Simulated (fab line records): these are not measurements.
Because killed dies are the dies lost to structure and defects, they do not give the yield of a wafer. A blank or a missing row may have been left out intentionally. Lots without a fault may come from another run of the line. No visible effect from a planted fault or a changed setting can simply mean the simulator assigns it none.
Comparing a struck lot with a sound one :: flow sky130 :: 15 out of 708 route steps
Sound: these wafers, L252.1, L252.2, L252.4. Struck: wafers L246.4, L246.5, L246.6. The cause is given at the end.
At each step with rows: each side's tool, then ch and its chambers, then its first start. Under that, the readings that differ: sound wafers :: struck wafers :: difference of the means :: sigmas: that difference in standard deviations of wafers without a fault.
alike: words and numbers the same on both sides, and readings whose means are apart by under 2 such deviations; not compared: readings that were withheld, readings missing a value for some wafer, numbers with overlapping values and no deviation given by the record, and bounds like >300 which may hide the same value.
Wherever a step has rows on one side only, a row that says differs or no value, or a row with sigmas, the two part there. Numbers that don't overlap but have no deviation are shown without sigmas and don't part them. A reading missing from all wafers of one side parts the sides only when that side holds two or more wafers.

first, 6 steps without rows for these wafers: SKY_LDD_N_HMDS_01 (prime time 60 s); SKY_LDD_N_COAT_02 (resist thk 300 nm); SKY_LDD_N_SOFTBAKE_03 (time 60 s); SKY_LDD_N_EXPOSE_04 (exposes mask NTM, target cd 840 nm); SKY_LDD_N_PEB_05; SKY_LDD_N_DEVELOP_06 (develop time 60 s).
SKY_LDD_N_OVL_MEAS_07:
  struck on overlay-01, day 21 11:29; sound on overlay-02, day 23 18:19
  alike: LDD_N_OVL
then, 5 steps without rows for these wafers: SKY_LDD_N_IMPLANT_08; SKY_LDD_N_IMPLANT_09; SKY_LDD_N_IMPLANT_10; SKY_LDD_N_IMPLANT_11; SKY_LDD_N_IMPLANT_12.
SKY_LDD_N_IMPLANT_13:
  sound on implanter-03 ch 0, day 23 19:07; struck on implanter-02 ch 0, day 21 15:04
next, for these wafers, 1 step has no rows: SKY_LDD_N_IMPLANT_14.
-- a jump in the record: the struck wafers' starts before and after are 27 days apart (it breaks off in module LDD_N and resumes in module PAD_OPEN, where the first step shown is number 708 of the route) --
SKY_PAD_OPEN_PROBE_99:
  struck on prober-02, day 48 08:26; sound on prober-02, day 49 16:26
reading: killedAtFrontEnd
sound: 24 23 20
struck: 15 9 17
difference: -9
sigmas: -2

reading: model.etest.tipN.rsOhmSq
sound: 446.4 449.8 444.8
struck: 452.2 453.8 453.1
difference: +6.0
sigmas: 

reading: model.etest.nfet_01v8_turned.vtV (V)
sound: 0.707 0.7074 0.7144
struck: 0.7234 0.7359 0.7285
difference: +0.0197
sigmas: 
  alike: killed_at_M0_to_M3, killed_at_M4_up, killedAtContacts, killedAtOther, killedDies, killedOpen, killedShort
  not compared: model.etest.nfet_01v8_turned.driveUaUm, model.etest.nfet_01v8_lvt.driveUaUm, model.etest.nfet_01v8.driveUaUm, model.etest.nfet_01v8_swapped.driveUaUm, model.etest.nfet_01v8_lvt.vtSatV, model.etest.nfet_01v8_swapped.vtSatV

## WHERE THEY PART
Only at SKY_PAD_OPEN_PROBE_99, as far as this record shows.

WHY: the cause the simulator had injected
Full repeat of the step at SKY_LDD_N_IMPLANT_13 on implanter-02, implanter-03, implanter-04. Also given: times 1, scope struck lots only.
